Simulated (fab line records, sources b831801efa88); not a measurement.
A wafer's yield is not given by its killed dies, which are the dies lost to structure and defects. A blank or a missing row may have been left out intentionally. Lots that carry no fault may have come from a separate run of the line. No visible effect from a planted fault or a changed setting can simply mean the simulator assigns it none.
Struck lot and sound lot, side by side	flow sky130	18 steps out of a route of 708
Sound: wafers L997.1, L997.3, L997.4. Wafers L108.1, L108.2, L108.6 were the ones struck. The cause is named last.
Each step with rows lists, per side, the tool, then ch with its chambers, then its first start. Under that, the readings that differ: sound wafers	struck wafers	difference of the means	sigmas: that difference in standard deviations of wafers without a fault.
alike: words and numbers the same on both sides, and readings whose means are apart by under 2 such deviations; not compared: readings that were withheld, readings missing a value for some wafer, numbers with overlapping values and no deviation given by the record, and bounds like >300 which may hide the same value.
Wherever a step has rows on one side only, a row that says differs or no value, or a row with sigmas, the two part there. When numbers do not overlap yet have no deviation, they are printed without sigmas and do not part them. A reading missing from all wafers of one side parts the sides only when that side holds two or more wafers.

SKY_LDD_HVP_STRIP_09: strips in O2/N2.
  sound on plasma asher-04 ch 0,1, day 23 14:02; struck on plasma asher-04 ch 0,1, day 27 05:04
  alike: drypump motor current A, o2 flow sccm, oes product au, strip time to endpoint s
  not compared: rf hours counter h
SKY_LDD_HVP_TW_MEAS_10:
  sound on film metro-04 at day 23 14:08; struck on film metro-03 at day 27 05:10
reading	sound	struck	difference	sigmas
LDD_HVP_TW	465 460 464	449 450 451	-13	-3
then, 7 steps without rows for these wafers: SKY_LDD_LDN_DEHYDRATE_00 (time 60 s); SKY_LDD_LDN_HMDS_01 (prime time 60 s); SKY_LDD_LDN_COAT_02 (resist thk 1140 nm); SKY_LDD_LDN_SOFTBAKE_03 (time 60 s); SKY_LDD_LDN_EXPOSE_04 (exposes mask LDNTM, target cd 700 nm); SKY_LDD_LDN_PEB_05; SKY_LDD_LDN_DEVELOP_06 (develop time 60 s).
SKY_LDD_LDN_OVL_MEAS_07:
  sound on overlay-01 at day 24 19:14; struck on overlay-02 at day 28 09:14
  alike: LDD_LDN_OVL
then, 2 steps without rows for these wafers: SKY_LDD_LDN_IMPLANT_08; SKY_LDD_LDN_IMPLANT_09.
SKY_LDD_LDN_IMPLANT_10:
  sound on implanter-04 ch 0, day 24 19:34; struck on implanter-02 ch 0, day 28 09:34
reading	sound	struck	difference	sigmas
dose ions cm2	1.2487e+13 1.2483e+13 1.2496e+13	6.957e+12 6.963e+12 6.972e+12	-5.525e+12	-99 or more
faraday current uA	69.2 72.1 72.2	38.4 37.7 39.5	-32.6	-23
  alike: beam energy keV, end station pressure torr
after that, 1 step had no rows for these wafers: SKY_LDD_LDN_IMPLANT_11.
SKY_LDD_LDN_STRIP_12: strips in O2/N2.
  sound on plasma asher-03 ch 0,1, day 24 19:52; struck on plasma asher-03 ch 0,1, day 28 09:52
  alike: drypump motor current A, o2 flow sccm, oes product au, strip time to endpoint s
  not compared: rf hours counter h
SKY_LDD_LDN_TW_MEAS_13:
  sound on film metro-01 at day 24 19:58; struck on film metro-01 at day 28 09:58
reading	sound	struck	difference	sigmas
LDD_LDN_TW	1473 1471 1477	1429 1417 1423	-51	-4
then, 1 step without rows for these wafers: SKY_LDD_LDN_CLEAN_14 (cleans in SC1/SC2, time 150 s).
-- the record jumps here: 21 days lie between the struck wafers' starts before and after (it left off in module LDD_LDN and takes up again in module PAD_OPEN, whose first step shown is number 708 of the route) --
SKY_PAD_OPEN_PROBE_99:
  sound on prober-02 at day 47 05:05; struck on prober-01 at day 49 13:17
reading	sound	struck	difference	sigmas
killed at front end	28 22 16	7 12 15	-11	-2
killed short	45 55 36	28 25 36	-16	-2
model.etest.tip sonos.rs ohm sq	2710 2724 2717	2842 2829 2862	+127	
  alike: killed_at_M0_to_M3, killed_at_M4_up, killed at contacts, killed at other, killed dies, killed open

WHERE THEY PART
Earliest at SKY_LDD_HVP_TW_MEAS_10; latest, in this record, at SKY_PAD_OPEN_PROBE_99.

WHY: the cause the simulator had injected
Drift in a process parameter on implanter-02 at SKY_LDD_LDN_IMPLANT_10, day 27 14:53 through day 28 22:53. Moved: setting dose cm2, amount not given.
